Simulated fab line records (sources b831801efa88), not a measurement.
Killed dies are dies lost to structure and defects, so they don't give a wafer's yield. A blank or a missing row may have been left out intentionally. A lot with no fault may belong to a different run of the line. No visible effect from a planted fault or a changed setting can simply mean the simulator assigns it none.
Which tool did it? / flow sky130 / Sampling: 10 lots, 30 wafers, 7 of 708 route steps

WHAT THE GAUGES SHOWED, per wafer
SKY_METAL1_RS_MEAS_05: measures by four-point-probe. Usual: METAL1_ALCU_RS 0.1275 ohm/sq, standard deviation 0.0014.
lot=L517; measured=day 32 02:17; on=film-metro-04; METAL1_ALCU_RS (ohm/sq)=0.1283 0.1280 0.1283; flag=
lot=L518; measured=day 32 08:10; on=film-metro-04; METAL1_ALCU_RS (ohm/sq)=0.1243 0.1253 0.1256; flag=
lot=L522; measured=day 34 07:23; on=film-metro-04; METAL1_ALCU_RS (ohm/sq)=0.1274 0.1278 0.1284; flag=
lot=L524; measured=day 34 14:47; on=film-metro-02; METAL1_ALCU_RS (ohm/sq)=0.1292 0.1279 0.1281; flag=
lot=L528; measured=day 35 19:13; on=film-metro-04; METAL1_ALCU_RS (ohm/sq)=0.1288 0.1287 0.1303; flag=
lot=L531; measured=day 37 05:41; on=film-metro-02; METAL1_ALCU_RS (ohm/sq)=0.1285 0.1284 0.1293; flag=
lot=L534; measured=day 37 12:50; on=film-metro-04; METAL1_ALCU_RS (ohm/sq)=0.1276 0.1292 0.1276; flag=
lot=L537; measured=day 38 03:10; on=film-metro-04; METAL1_ALCU_RS (ohm/sq)=0.1278 0.1280 0.1269; flag=
lot=L538; measured=day 38 19:55; on=film-metro-03; METAL1_ALCU_RS (ohm/sq)=0.1281 0.1275 0.1262; flag=
lot=L539; measured=day 38 21:55; on=film-metro-03; METAL1_ALCU_RS (ohm/sq)=0.1272 0.1263 0.1259; flag=

SKY_VIA2_RS_MEAS_22: measures by four-point-probe. Usual: VIA2_W_RS 0.2754 ohm/sq, standard deviation 0.003.
lot=L517; measured=day 36 19:08; on=film-metro-04; VIA2_W_RS (ohm/sq)=0.2769 0.2772 0.2776; flag=
lot=L518; measured=day 37 00:00; on=film-metro-02; VIA2_W_RS (ohm/sq)=0.2802 0.2805 0.2795; flag=
lot=L522; measured=day 38 21:27; on=film-metro-01; VIA2_W_RS (ohm/sq)=0.1806 0.2803 0.2784; flag=OFF
lot=L524; measured=day 39 02:33; on=film-metro-04; VIA2_W_RS (ohm/sq)=0.2789 0.1820 0.2773; flag=OFF
lot=L528; measured=day 40 06:52; on=film-metro-04; VIA2_W_RS (ohm/sq)=0.2714 0.2730 0.2734; flag=
lot=L531; measured=day 41 15:44; on=film-metro-02; VIA2_W_RS (ohm/sq)=0.2722 0.2746 0.2720; flag=
lot=L534; measured=day 41 22:12; on=film-metro-02; VIA2_W_RS (ohm/sq)=0.2783 0.2781 0.2745; flag=
lot=L537; measured=day 42 09:16; on=film-metro-04; VIA2_W_RS (ohm/sq)=0.2732 0.2710 0.2753; flag=
lot=L538; measured=day 43 02:02; on=film-metro-04; VIA2_W_RS (ohm/sq)=0.2768 0.2778 0.2753; flag=
lot=L539; measured=day 43 05:02; on=film-metro-04; VIA2_W_RS (ohm/sq)=0.2713 0.2716 0.2707; flag=

SKY_VIA2_THK_MEAS_23: measures by xrf. Usual: VIA2_W_THK 419 nm, standard deviation 6.
lot=L517; measured=day 36 19:16; on=film-metro-04; VIA2_W_THK (nm)=413 409 414; flag=
lot=L518; measured=day 37 00:06; on=film-metro-02; VIA2_W_THK (nm)=422 419 422; flag=
lot=L522; measured=day 38 21:34; on=film-metro-01; VIA2_W_THK (nm)=- 414 417; flag=
lot=L524; measured=day 39 02:40; on=film-metro-04; VIA2_W_THK (nm)=410 - 413; flag=
lot=L528; measured=day 40 06:59; on=film-metro-04; VIA2_W_THK (nm)=421 418 420; flag=
lot=L531; measured=day 41 15:50; on=film-metro-02; VIA2_W_THK (nm)=426 420 428; flag=
lot=L534; measured=day 41 22:19; on=film-metro-02; VIA2_W_THK (nm)=418 419 424; flag=
lot=L537; measured=day 42 09:23; on=film-metro-04; VIA2_W_THK (nm)=413 419 412; flag=
lot=L538; measured=day 43 02:09; on=film-metro-04; VIA2_W_THK (nm)=416 413 417; flag=
lot=L539; measured=day 43 05:10; on=film-metro-04; VIA2_W_THK (nm)=425 425 424; flag=

SKY_VIA3_BOW_MEAS_03. Usual: VIA3_BOW 79 um, standard deviation 7.9.
lot=L517; measured=day 39 01:04; on=film-metro-01; VIA3_BOW (um)=94 80 86; flag=
lot=L518; measured=day 39 05:49; on=film-metro-03; VIA3_BOW (um)=79 81 76; flag=
lot=L522; measured=day 41 02:07; on=film-metro-02; VIA3_BOW (um)=66 67 79; flag=
lot=L524; measured=day 41 07:28; on=film-metro-02; VIA3_BOW (um)=75 74 76; flag=
lot=L528; measured=day 42 09:28; on=film-metro-01; VIA3_BOW (um)=81 70 58; flag=
lot=L531; measured=day 43 16:11; on=film-metro-01; VIA3_BOW (um)=88 80 74; flag=
lot=L534; measured=day 43 22:49; on=film-metro-01; VIA3_BOW (um)=81 70 70; flag=
lot=L537; measured=day 44 09:30; on=film-metro-02; VIA3_BOW (um)=80 86 80; flag=
lot=L538; measured=day 45 02:10; on=film-metro-03; VIA3_BOW (um)=100 89 87; flag=
lot=L539; measured=day 45 05:40; on=film-metro-02; VIA3_BOW (um)=90 83 72; flag=

WHICH TOOL RAN EACH LOT (tool, then ch and the chambers of the sampled wafers, then the start)
lot=L517; SKY_METAL1_DESCUM_17=rie-metal-04 ch 0,1, day 33 05:31; SKY_VIA2_CVD_21=cvd-w-01 ch 0,1, day 36 19:01; SKY_VIA2_CMP_24=cmp-02 ch 0,2,3, day 36 19:22
lot=L518; SKY_METAL1_DESCUM_17=rie-metal-04 ch 0,1, day 33 11:23; SKY_VIA2_CVD_21=cvd-w-02 ch 0,1, day 36 23:52; SKY_VIA2_CMP_24=cmp-02 ch 0,1,2, day 37 00:08
lot=L522; SKY_METAL1_DESCUM_17=rie-metal-03 ch 0,1, day 35 10:19; SKY_VIA2_CVD_21=cvd-w-02 ch 0,1, day 38 21:18; SKY_VIA2_CMP_24=cmp-01 ch 0,2,3, day 38 21:46
lot=L524; SKY_METAL1_DESCUM_17=rie-metal-03 ch 0,1, day 35 17:07; SKY_VIA2_CVD_21=cvd-w-02 ch 0,1, day 39 02:25; SKY_VIA2_CMP_24=cmp-01 ch 0,2,3, day 39 03:07
lot=L528; SKY_METAL1_DESCUM_17=rie-metal-03 ch 0,1, day 36 21:49; SKY_VIA2_CVD_21=cvd-w-01 ch 0,1, day 40 06:44; SKY_VIA2_CMP_24=cmp-02 ch 1,2,3, day 40 07:05
lot=L531; SKY_METAL1_DESCUM_17=rie-metal-04 ch 0,1, day 38 07:47; SKY_VIA2_CVD_21=cvd-w-01 ch 0,1, day 41 15:37; SKY_VIA2_CMP_24=cmp-02 ch 1,2, day 41 15:53
lot=L534; SKY_METAL1_DESCUM_17=rie-metal-03 ch 0,1, day 38 14:47; SKY_VIA2_CVD_21=cvd-w-01 ch 0,1, day 41 22:04; SKY_VIA2_CMP_24=cmp-01 ch 0,1, day 41 22:43
lot=L537; SKY_METAL1_DESCUM_17=rie-metal-04 ch 0,1, day 39 04:25; SKY_VIA2_CVD_21=cvd-w-01 ch 0,1, day 42 09:07; SKY_VIA2_CMP_24=cmp-02 ch 0,2, day 42 09:29
lot=L538; SKY_METAL1_DESCUM_17=rie-metal-01 ch 0,1, day 39 21:01; SKY_VIA2_CVD_21=cvd-w-01 ch 0,1, day 43 01:54; SKY_VIA2_CMP_24=cmp-01 ch 0,2,3, day 43 02:13
lot=L539; SKY_METAL1_DESCUM_17=rie-metal-01 ch 0,1, day 39 23:34; SKY_VIA2_CVD_21=cvd-w-02 ch 0,1, day 43 04:55; SKY_VIA2_CMP_24=cmp-02 ch 0,1,2, day 43 06:42
- SKY_METAL1_DESCUM_17: chemistry O2, time 8 s.
- SKY_VIA2_CVD_21: deposits W, target thk 420 nm, time 126.4 s.
- SKY_VIA2_CMP_24: polishes, stops on SiO2, t overpolish 20 s, target thk 0 nm.

WHAT THE TOOLS THEMSELVES READ (means of the sampled wafers that have a number; where no wafer has one, the mark that the record gives instead)
SKY_METAL1_DESCUM_17. Usual: drypump-motor-current-A 6.1 A, standard deviation 0.42; oes-product-au 1.001 a.u., standard deviation 0.01.
lot=L517; tool=rie-metal-04; drypump-motor-current-A (A)=6.0; oes-product-au (a.u.)=1.004; flag=
lot=L518; tool=rie-metal-04; drypump-motor-current-A (A)=6.2; oes-product-au (a.u.)=1.015; flag=
lot=L522; tool=rie-metal-03; drypump-motor-current-A (A)=6.1; oes-product-au (a.u.)=1.000; flag=
lot=L524; tool=rie-metal-03; drypump-motor-current-A (A)=6.4; oes-product-au (a.u.)=0.993; flag=
lot=L528; tool=rie-metal-03; drypump-motor-current-A (A)=6.4; oes-product-au (a.u.)=0.996; flag=
lot=L531; tool=rie-metal-04; drypump-motor-current-A (A)=6.2; oes-product-au (a.u.)=1.000; flag=
lot=L534; tool=rie-metal-03; drypump-motor-current-A (A)=6.0; oes-product-au (a.u.)=0.985; flag=
lot=L537; tool=rie-metal-04; drypump-motor-current-A (A)=6.3; oes-product-au (a.u.)=0.996; flag=
lot=L538; tool=rie-metal-01; drypump-motor-current-A (A)=6.0; oes-product-au (a.u.)=0.999; flag=
lot=L539; tool=rie-metal-01; drypump-motor-current-A (A)=6.1; oes-product-au (a.u.)=1.016; flag=

SKY_VIA2_CVD_21. Usual: 921 W for heater-power-w, sd 59.
lot=L517; tool=cvd-w-01; heater-power-w (W)=971; flag=
lot=L518; tool=cvd-w-02; heater-power-w (W)=900; flag=
lot=L522; tool=cvd-w-02; heater-power-w (W)=879; flag=
lot=L524; tool=cvd-w-02; heater-power-w (W)=887; flag=
lot=L528; tool=cvd-w-01; heater-power-w (W)=928; flag=
lot=L531; tool=cvd-w-01; heater-power-w (W)=900; flag=
lot=L534; tool=cvd-w-01; heater-power-w (W)=900; flag=
lot=L537; tool=cvd-w-01; heater-power-w (W)=921; flag=
lot=L538; tool=cvd-w-01; heater-power-w (W)=932; flag=
lot=L539; tool=cvd-w-02; heater-power-w (W)=892; flag=

SKY_VIA2_CMP_24. Usual: motor-current-A 11.0 A, standard deviation 1.2; platen-rpm 60.00 rpm, standard deviation 0.035; time-to-endpoint-s 101 s, standard deviation 3.7.
lot=L517; tool=cmp-02; motor-current-A (A)=11.6; platen-rpm (rpm)=60.02; time-to-endpoint-s (s)=102; flag=
lot=L518; tool=cmp-02; motor-current-A (A)=10.9; platen-rpm (rpm)=60.00; time-to-endpoint-s (s)=104; flag=
lot=L522; tool=cmp-01; motor-current-A (A)=10.1; platen-rpm (rpm)=59.99; time-to-endpoint-s (s)=116; flag=OFF
lot=L524; tool=cmp-01; motor-current-A (A)=10.1; platen-rpm (rpm)=60.02; time-to-endpoint-s (s)=124; flag=OFF
lot=L528; tool=cmp-02; motor-current-A (A)=11.4; platen-rpm (rpm)=60.01; time-to-endpoint-s (s)=99; flag=
lot=L531; tool=cmp-02; motor-current-A (A)=11.1; platen-rpm (rpm)=59.99; time-to-endpoint-s (s)=97; flag=
lot=L534; tool=cmp-01; motor-current-A (A)=10.7; platen-rpm (rpm)=60.00; time-to-endpoint-s (s)=99; flag=
lot=L537; tool=cmp-02; motor-current-A (A)=11.5; platen-rpm (rpm)=59.98; time-to-endpoint-s (s)=104; flag=
lot=L538; tool=cmp-01; motor-current-A (A)=10.3; platen-rpm (rpm)=60.04; time-to-endpoint-s (s)=107; flag=
lot=L539; tool=cmp-02; motor-current-A (A)=10.9; platen-rpm (rpm)=60.01; time-to-endpoint-s (s)=98; flag=

THE ANSWER, worked out from the rows above alone
Rule: a lot counts as off when the mean over its wafers that have a number is more than 3 standard deviations away from the usual mean. Also off: a lot with no number at a reading for which 4 or more lots have one. The other lots that the step has rows for count as sound. First the gauges in route order, then the tools' own readings, where a lot's mean is used as printed above. At the first step where some lot is off, the reading lying furthest off is the one used; lots without a number count as furthest.
Off: L522, L524, seen at SKY_VIA2_RS_MEAS_22 (VIA2_W_RS).
A tool fits if, at a process step before that reading, it ran every lot that is off, and no sound lot after the first of them. Not tried: the gauges at SKY_VIA2_RS_MEAS_22; whatever is off there is also off at SKY_VIA2_CMP_24, on other tools, and gauge error can't account for it. None of those tried fits.

WHAT HAD BEEN PUT IN BY THE SIMULATOR
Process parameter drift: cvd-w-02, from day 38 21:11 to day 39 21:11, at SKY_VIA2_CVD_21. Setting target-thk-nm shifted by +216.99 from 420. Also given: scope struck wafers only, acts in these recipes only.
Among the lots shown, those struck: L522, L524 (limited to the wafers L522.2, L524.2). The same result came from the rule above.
